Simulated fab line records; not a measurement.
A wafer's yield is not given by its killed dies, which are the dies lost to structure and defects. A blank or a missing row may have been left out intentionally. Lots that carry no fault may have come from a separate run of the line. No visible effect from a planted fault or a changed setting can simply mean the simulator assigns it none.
Which tool did it?	flow gf180mcu	14 lots, 40 wafers sampled, at 4 steps of a route of 602

## WHAT THE GAUGES READ, wafer by wafer
GF_V3_RS_MEAS_24: measurement is done with a four-point probe. Usual: V3_W_RS 0.326 ohm/sq, standard deviation 0.0053.
lot	measured	on	V3_W_RS (ohm/sq)	flag
L195	day 22 10:44	film_metro-03	0.327 0.328 0.327	
L197	day 23 00:23	film_metro-02	0.320 0.328 0.327	
L198	day 23 12:50	film_metro-03	0.333 0.331 0.332	
L199	day 23 17:49	film_metro-01	0.332 0.329 0.332	
L200	day 24 04:39	film_metro-03	0.317 0.327 0.326	
L201	day 24 18:27	film_metro-01	0.327 0.317 0.315	
L202	day 24 22:23	film_metro-01	0.317 0.329 0.319	
L203	day 25 07:10	film_metro-02	0.326 0.329	
L206	day 26 06:50	film_metro-02	0.324 0.327	
L207	day 26 18:35	film_metro-02	0.332 0.329 0.331	
L208	day 27 06:21	film_metro-02	0.330 0.331 0.331	
L209	day 27 16:12	film_metro-02	0.332 0.327 0.321	
L210	day 27 20:07	film_metro-02	0.327 0.334 0.331	
L211	day 28 00:47	film_metro-03	0.314 0.325 0.323	

GF_M4_RS_MEAS_05: measurement is done with a four-point probe. Usual: M4_ALCU_RS 0.0695 ohm/sq, standard deviation 0.00067.
lot	measured	on	M4_ALCU_RS (ohm/sq)	flag
L195	day 22 11:26	film_metro-02	0.0686 0.0689 0.0686	
L197	day 23 01:05	film_metro-04	0.0701 0.0701 0.0696	
L198	day 23 13:32	film_metro-03	0.0704 0.0708 0.0709	
L199	day 23 18:31	film_metro-04	0.0691 0.0693 0.0696	
L200	day 24 05:21	film_metro-02	0.0688 0.0685 0.0684	
L201	day 24 19:09	film_metro-02	0.0698 0.0700 0.0701	
L202	day 24 23:05	film_metro-04	0.0699 0.0694 0.0698	
L203	day 25 07:52	film_metro-04	0.0676 0.0678	
L206	day 26 07:32	film_metro-04	0.0694 0.0692	
L207	day 26 19:17	film_metro-04	0.0705 0.0707 0.0704	
L208	day 27 07:18	film_metro-02	0.0698 0.0701 0.0696	
L209	day 27 16:55	film_metro-03	0.0692 0.0698 0.0692	
L210	day 27 20:49	film_metro-04	0.0687 0.0697 0.0687	
L211	day 28 01:29	film_metro-02	0.0696 0.0693 0.0700	

## WHICH TOOL RAN EACH LOT (tool, then ch and the chambers of the sampled wafers, then the start)
lot	GF_M4_SPUTTER_00	GF_M4_SPUTTER_03
L195	pvd_sputter-01, day 22 11:11	pvd_sputter-01, day 22 11:21
L197	pvd_sputter-04, day 23 00:52	pvd_sputter-04, day 23 01:01
L198	pvd_sputter-02, day 23 13:19	pvd_sputter-02, day 23 13:29
L199	pvd_sputter-04, day 23 18:16	pvd_sputter-04, day 23 18:26
L200	pvd_sputter-01, day 24 05:08	pvd_sputter-01, day 24 05:17
L201	pvd_sputter-01, day 24 18:55	pvd_sputter-01, day 24 19:04
L202	pvd_sputter-04, day 24 22:52	pvd_sputter-04, day 24 23:01
L203	pvd_sputter-01, day 25 07:38	pvd_sputter-01, day 25 07:48
L206	pvd_sputter-01, day 26 07:18	pvd_sputter-01, day 26 07:28
L207	pvd_sputter-04, day 26 19:04	pvd_sputter-04, day 26 19:14
L208	pvd_sputter-04, day 27 07:04	pvd_sputter-04, day 27 07:13
L209	pvd_sputter-04, day 27 16:40	pvd_sputter-04, day 27 16:50
L210	pvd_sputter-04, day 27 20:35	pvd_sputter-04, day 27 20:45
L211	pvd_sputter-02, day 28 01:16	pvd_sputter-02, day 28 01:26
- GF_M4_SPUTTER_00: material Ti, target thk 37.5 nm, time 150 s.
- GF_M4_SPUTTER_03: material Ti, target thk 10 nm, time 6.7 s.

## AS READ BY THE TOOLS THEMSELVES (means over the sampled wafers that have a number; for cases with no such wafer, the mark the record gives instead)
GF_M4_SPUTTER_00. Usual: cathode_dc_power_W 4000.0 W, standard deviation 0.69; throttle_valve_pct 30.3 %, standard deviation 0.92.
lot	tool	cathode_dc_power_W (W)	throttle_valve_pct (%)	flag
L195	pvd_sputter-01	3999.7	30.8	
L197	pvd_sputter-04	4000.4	29.7	
L198	pvd_sputter-02	3999.9	30.9	
L199	pvd_sputter-04	3999.1	29.5	
L200	pvd_sputter-01	4000.6	30.7	
L201	pvd_sputter-01	3999.7	30.8	
L202	pvd_sputter-04	3999.7	29.5	
L203	pvd_sputter-01	4471.2	30.4	OFF
L206	pvd_sputter-01	4469.9	30.7	OFF
L207	pvd_sputter-04	3999.8	29.0	
L208	pvd_sputter-04	3999.6	29.7	
L209	pvd_sputter-04	3999.8	29.5	
L210	pvd_sputter-04	4000.5	29.7	
L211	pvd_sputter-02	4000.2	31.4	

GF_M4_SPUTTER_03. Usual: cathode_dc_power_W 3000.0 W, standard deviation 0.49; throttle_valve_pct 30.3 %, standard deviation 0.91.
lot	tool	cathode_dc_power_W (W)	throttle_valve_pct (%)	flag
L195	pvd_sputter-01	3000.4	30.8	
L197	pvd_sputter-04	2999.7	29.7	
L198	pvd_sputter-02	2999.8	30.7	
L199	pvd_sputter-04	3000.1	29.5	
L200	pvd_sputter-01	3000.3	30.7	
L201	pvd_sputter-01	3000.4	30.9	
L202	pvd_sputter-04	2999.6	29.5	
L203	pvd_sputter-01	2999.9	30.0	
L206	pvd_sputter-01	3000.2	30.5	
L207	pvd_sputter-04	3000.1	29.3	
L208	pvd_sputter-04	2999.8	29.7	
L209	pvd_sputter-04	2999.8	29.6	
L210	pvd_sputter-04	3000.2	29.6	
L211	pvd_sputter-02	3000.2	31.5	

## THE ANSWER, worked out from the rows above alone
Rule: take the mean of a lot's wafers that have a number; if it is more than 3 standard deviations from the usual mean, the lot is off. A lot without any number at a reading at which 4 lots or more have one is off too. Where the step has rows for the other lots, those lots are counted as sound. The gauges are gone through in route order, then the tools' own readings, and for those a lot's mean is taken as printed above. The first step at which some lot is off is used, and at that step the reading that is off furthest; a lot without a number counts as furthest.
Off: L203, L206, at GF_M4_SPUTTER_00 (cathode_dc_power_W).
If a tool, at that step or one of the process steps before it, ran each lot that is off and ran no sound lot following the first of them, it fits. One fits: GF_M4_SPUTTER_00 on pvd_sputter-01. A fault onset in the window from L201 (day 24 18:55, its last sound lot) to L203 (day 25 07:38, its first lot off) fits.
On the lots that are off, the tool's own readings at GF_M4_SPUTTER_00 differ by more than 5 times the standard deviation of the sound lots' means, which bears it out; cathode_dc_power_W reads 4470.5 W there versus 3999.9 W on the sound lots.

## WHAT THE SIMULATOR HAD PUT IN
Process parameters drifting: pvd_sputter-01 at GF_M4_SPUTTER_00, beginning at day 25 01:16. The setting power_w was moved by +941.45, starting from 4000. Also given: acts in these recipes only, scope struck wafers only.
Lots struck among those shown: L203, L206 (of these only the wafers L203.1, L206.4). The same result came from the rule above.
